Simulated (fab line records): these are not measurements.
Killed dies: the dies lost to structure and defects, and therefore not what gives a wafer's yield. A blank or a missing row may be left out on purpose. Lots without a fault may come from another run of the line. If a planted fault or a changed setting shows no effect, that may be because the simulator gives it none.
Matching of chambers	flow gf180mcu	wet-bench-03 running GF_STI_WET_ETCH_17: 3 sister chambers
The step etches Si3N4 in H3PO4, target depth 45 nm, time 514 s. 14 wafers are shown with their chamber, then 7 later ones without.

WAFERS PAIRED WITH THEIR CHAMBERS
wafer	chamber	bath-heat-duty-pct (%)	bath-guard-temp-C (C)	temp-c (C)
L849.1	2	23.0	160.6	160.12
L849.2	2	22.4	160.5	160.21
L849.5	2	24.3	160.4	160.47
L851.1	1	28.2	160.0	159.91
L851.2	1	24.5	160.1	159.98
L851.6	1	23.8	160.2	160.03
L852.1	1	28.4	160.5	160.15
L852.4	1	23.9	160.3	160.04
L852.5	1	26.0	160.2	160.16
L853.2	0	29.5	160.7	160.14
L853.3	0	29.9	160.9	160.07
L853.4	0	29.8	160.6	159.93
L854.2	1	25.9	160.3	160.00
L854.3	1	26.0	160.4	160.13

SIGNATURES (averages over the wafers above)
reading	chamber 0	chamber 1	chamber 2	scatter within a chamber
bath-heat-duty-pct	29.733	25.837	23.233	1.47
bath-guard-temp-C	160.733	160.250	160.500	0.15
temp-c	160.0467	160.0500	160.2667	0.115
Rule: a wafer's distance from a chamber is the root of the sum, over the readings, of the square of ((its reading less the chamber's mean) divided by the reading's scatter). The wafer belongs to the nearest chamber; if the next one is less than 2 further off, it can't be placed. How the scatter is found: for the shown wafers, subtract from each reading the mean of its chamber, square and add these, divide the total by (wafers less chambers), then take the root.

WAFERS MISSING THEIR CHAMBER
wafer	bath-heat-duty-pct (%)	bath-guard-temp-C (C)	temp-c (C)
L854.5	27.5	160.2	159.82
L855.2	25.4	161.0	160.09
L855.4	26.6	160.6	160.01
L855.6	27.8	160.7	160.13
L857.1	27.4	160.6	159.73
L857.3	28.8	160.3	160.01
L857.5	28.5	160.7	160.20

WHICH CHAMBER EACH ONE RAN IN
wafer	from the rows above	in truth
L854.5	1	1
L855.2	can't be placed: 0 or 2 or 1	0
L855.4	can't be placed: 0 or 1 or 2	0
L855.6	can't be placed: 0 or 1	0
L857.1	can't be placed: 0 or 1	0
L857.3	can't be placed: 1 or 0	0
L857.5	0	0
2 of 7 placed correctly. Cannot be placed on the basis of these rows: 5; the candidates contain the true chamber in 5. 0 placed wrongly.
